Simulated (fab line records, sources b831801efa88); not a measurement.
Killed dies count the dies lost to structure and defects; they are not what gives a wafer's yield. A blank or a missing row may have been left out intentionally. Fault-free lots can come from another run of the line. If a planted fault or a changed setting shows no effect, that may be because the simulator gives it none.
Matching of chambers	flow sky130	SKY_FIELD_ISO_ETCH_17 on rie-si-02 has 4 sister chambers
The step etches Si in HBr/Cl2/O2, target depth 342 nm, time 97.7 s. 4 wafers are shown with their chamber, then 8 later ones without.

## WAFERS PAIRED WITH THEIR CHAMBERS
wafer	chamber	drypump-motor-current-A (A)
L420.5	3	5.8
L427.3	2	6.5
L427.4	1	6.7
L428.2	0	6.3

## WAFERS MISSING THEIR CHAMBER
wafer	drypump-motor-current-A (A)
L428.5	5.9
L428.6	6.4
L431.2	5.8
L431.3	6.7
L431.4	6.7
L435.3	6.5
L435.4	5.8
L435.5	5.8

## WHICH CHAMBER EACH ONE RAN IN
wafer	from the rows above	in truth
L428.5	3	3
L428.6	can't be placed: 2 or 0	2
L431.2	3	3
L431.3	1	1
L431.4	1	1
L435.3	2	2
L435.4	3	3
L435.5	3	3
Correct placement for 7 of the 8. These rows do not allow placing 1 (true chamber among the candidates in 1). Number placed wrongly: 0.
How it was worked out, from the rows above alone: a wafer's distance from a chamber is the root of the sum, over the readings, of the square of ((its reading less the chamber's mean) divided by the reading's scatter). If the next closest chamber is less than 2 further off than the closest, the wafer can't be placed; otherwise it belongs to the closest. The mean given for a chamber averages the wafers shown for that chamber. The scatter: root of mean squared gap, hidden wafer to nearest shown wafer, with one shown wafer a chamber.
